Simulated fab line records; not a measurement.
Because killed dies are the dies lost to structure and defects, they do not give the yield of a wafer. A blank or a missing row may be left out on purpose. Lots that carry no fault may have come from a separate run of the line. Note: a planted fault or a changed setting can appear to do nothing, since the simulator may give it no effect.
The tool behind it: which one? | flow sky130 | 13 lots with 39 wafers sampled at 5 steps, on a route of 708 steps

== WHAT EACH GAUGE READ, for each wafer ==
SKY_FIELD_ISO_CD_MEAS_13: the cd target is 150 nm. Usual: cd nm 150.3 nm, standard deviation 1.5.
lot  | measured    | on        | cd nm (nm)        | flag
L948 | day 2 03:31 | cd sem-02 | 150.4 152.8 151.8 |
L950 | day 2 14:32 | cd sem-01 | 147.1 146.7 146.0 |
L953 | day 3 06:41 | cd sem-02 | 151.2 151.1 149.9 |
L954 | day 3 11:44 | cd sem-02 | 146.9 148.0 147.9 |
L955 | day 3 17:35 | cd sem-01 | 151.0 149.6 150.6 |
L957 | day 4 03:35 | cd sem-01 | 148.7 150.5 150.0 |
L958 | day 4 09:29 | cd sem-01 | 148.0 148.6 150.0 |
L959 | day 4 13:37 | cd sem-01 | 149.3 151.4 151.0 |
L963 | day 5 12:14 | cd sem-01 | 150.7 152.2 151.6 |
L968 | day 6 13:11 | cd sem-02 | 151.1 152.2 150.7 |
L969 | day 6 18:38 | cd sem-02 | 150.4 150.7 151.3 |
L970 | day 6 22:52 | cd sem-02 | 148.8 149.4 150.4 |
L971 | day 7 03:47 | cd sem-02 | 149.7 149.3 149.7 |

SKY_PWDE_OVL_MEAS_07. Usual: for PWDE_OVL the level is -0.4 nm and the standard deviation is 1.3.
lot  | measured    | on         | PWDE_OVL (nm)  | flag
L948 | day 3 18:17 | overlay-01 | -1.0 -0.6 1.3  |
L950 | day 4 05:41 | overlay-02 | 1.6 -0.9 2.3   |
L953 | day 4 23:53 | overlay-02 | -0.2 0.9 -0.8  |
L954 | day 5 05:59 | overlay-02 | 0.0 -0.9 -2.2  |
L955 | day 5 11:26 | overlay-02 | 0.0 -0.6 0.4   |
L957 | day 5 21:34 | overlay-01 | 0.0 1.0 2.3    |
L958 | day 6 08:50 | overlay-01 | -1.4 -1.2 0.1  |
L959 | day 6 18:41 | overlay-02 | -3.4 -3.6 -1.7 |
L963 | day 7 09:44 | overlay-02 | -0.4 1.1 -0.3  |
L968 | day 8 11:51 | overlay-01 | -1.6 -1.1 -0.7 |
L969 | day 8 20:05 | overlay-02 | 1.9 1.7 1.7    |
L970 | day 9 04:47 | overlay-02 | -0.2 0.1 0.6   |
L971 | day 9 05:06 | overlay-02 | 0.6 0.2 0.4    |

SKY_VT_ADJUST_LVTN_TW_MEAS_21. Usual: for VT_ADJUST_LVTN_2_TW the level is 187.7 and the standard deviation is 1.6.
lot  | measured     | on            | VT_ADJUST_LVTN_2_TW | flag
L948 | day 7 14:53  | film metro-04 | 188.2 188.2 188.2   |
L950 | day 8 04:41  | film metro-03 | 187.5 186.4 187.7   |
L953 | day 9 02:47  | film metro-04 | 189.0 189.5 189.1   |
L954 | day 9 11:50  | film metro-03 | 188.1 186.9 188.2   |
L955 | day 9 18:43  | film metro-01 | 188.0 187.8 187.5   |
L957 | day 10 05:41 | film metro-01 | 187.8 189.0 188.2   |
L958 | day 10 18:50 | film metro-04 | 167.6 167.6 167.1   | OFF
L959 | day 11 06:48 | film metro-03 | 166.1 164.6 166.1   | OFF
L963 | day 12 02:29 | film metro-04 | 189.7 189.6 190.4   |
L968 | day 13 13:11 | film metro-03 | 184.9 184.4 185.0   |
L969 | day 13 20:09 | film metro-03 | 185.6 184.6 184.8   |
L970 | day 14 06:49 | film metro-03 | 185.3 186.2 186.3   |
L971 | day 14 07:28 | film metro-01 | 188.2 187.1 187.8   |

SKY_VT_ADJUST_HVTR_TW_MEAS_11. Usual: for VT_ADJUST_HVTR_TW the level is 210.2 and the standard deviation is 2.7.
lot  | measured     | on            | VT_ADJUST_HVTR_TW | flag
L948 | day 9 10:52  | film metro-02 | 214.4 213.4 212.9 |
L950 | day 10 00:02 | film metro-03 | 207.3 207.9 209.6 |
L953 | day 10 23:48 | film metro-03 | 208.0 208.7 208.9 |
L954 | day 11 09:53 | film metro-02 | 214.7 215.1 215.0 |
L955 | day 11 16:21 | film metro-02 | 213.9 214.5 214.9 |
L957 | day 12 05:12 | film metro-03 | 207.8 206.9 208.5 |
L958 | day 12 19:38 | film metro-03 | 208.1 206.7 208.2 |
L959 | day 13 09:57 | film metro-04 | 211.9 211.4 212.3 |
L963 | day 14 05:38 | film metro-04 | 212.8 212.4 212.4 |
L968 | day 15 18:57 | film metro-03 | 208.9 207.7 208.2 |
L969 | day 16 03:00 | film metro-03 | 207.0 207.4 207.7 |
L970 | day 16 13:33 | film metro-03 | 207.2 207.9 206.2 |
L971 | day 16 14:34 | film metro-03 | 207.3 206.4 206.9 |

== WHICH TOOL RAN EACH LOT (tool, then ch and the chambers of the sampled wafers, then the start) ==
lot  | SKY_VT_ADJUST_LVTN_IMPLANT_19
L948 | implanter-01 ch 0, day 7 14:39
L950 | implanter-01 ch 0, day 8 04:26
L953 | implanter-02 ch 0, day 9 02:32
L954 | implanter-01 ch 0, day 9 11:35
L955 | implanter-02 ch 0, day 9 18:28
L957 | implanter-04 ch 0, day 10 05:26
L958 | implanter-04 ch 0, day 10 18:35
L959 | implanter-04 ch 0, day 11 06:35
L963 | implanter-01 ch 0, day 12 02:14
L968 | implanter-01 ch 0, day 13 12:58
L969 | implanter-04 ch 0, day 13 19:56
L970 | implanter-02 ch 0, day 14 06:34
L971 | implanter-04 ch 0, day 14 07:14
- SKY_VT_ADJUST_LVTN_IMPLANT_19

== AS READ BY THE TOOLS THEMSELVES (means over the sampled wafers that have a number; for cases with no such wafer, the mark the record gives instead) ==
SKY_VT_ADJUST_LVTN_IMPLANT_19. Usual: beam on s 10.04 s, standard deviation 0.22; dose ions cm2 6.5e+11, standard deviation 8.2e+08; faraday current uA 3.65, standard deviation 0.08.
lot  | tool         | beam on s (s) | dose ions cm2 | faraday current uA | flag
L948 | implanter-01 | 10.04         | 6.5e+11       | 3.66               |
L950 | implanter-01 | 10.05         | 6.5e+11       | 3.63               |
L953 | implanter-02 | 10.02         | 6.5e+11       | 3.66               |
L954 | implanter-01 | 10.06         | 6.5e+11       | 3.64               |
L955 | implanter-02 | 9.90          | 6.5e+11       | 3.71               |
L957 | implanter-04 | 9.93          | 6.5e+11       | 3.69               |
L958 | implanter-04 | 9.98          | 4.3e+11       | 2.41               | OFF
L959 | implanter-04 | 10.14         | 4.3e+11       | 2.37               | OFF
L963 | implanter-01 | 10.11         | 6.5e+11       | 3.62               |
L968 | implanter-01 | 10.20         | 6.5e+11       | 3.59               |
L969 | implanter-04 | 10.05         | 6.5e+11       | 3.65               |
L970 | implanter-02 | 10.04         | 6.5e+11       | 3.65               |
L971 | implanter-04 | 10.00         | 6.5e+11       | 3.67               |

== THE ANSWER, worked out from the rows above alone ==
Rule: take the mean of a lot's wafers that have a number; if it is more than 3 standard deviations from the usual mean, the lot is off. A lot without any number at a reading at which 4 lots or more have one is off too. Where the step has rows for the other lots, those lots are counted as sound. First the gauges in route order, then the tools' own readings, where a lot's mean is used as printed above. At the first step where some lot is off, the reading lying furthest off is the one used; lots without a number count as furthest.
Off: at SKY_VT_ADJUST_LVTN_TW_MEAS_21 (VT_ADJUST_LVTN_2_TW), L958, L959.
A tool fits if, at a process step before that reading, it ran every lot that is off, and no sound lot after the first of them. The gauges at SKY_VT_ADJUST_LVTN_TW_MEAS_21 aren't tried: what is off there is off at SKY_VT_ADJUST_LVTN_IMPLANT_19 too, on other tools, and a gauge's error can't cause that. No candidate that was tried fits.

== WHAT HAD BEEN PUT IN BY THE SIMULATOR ==
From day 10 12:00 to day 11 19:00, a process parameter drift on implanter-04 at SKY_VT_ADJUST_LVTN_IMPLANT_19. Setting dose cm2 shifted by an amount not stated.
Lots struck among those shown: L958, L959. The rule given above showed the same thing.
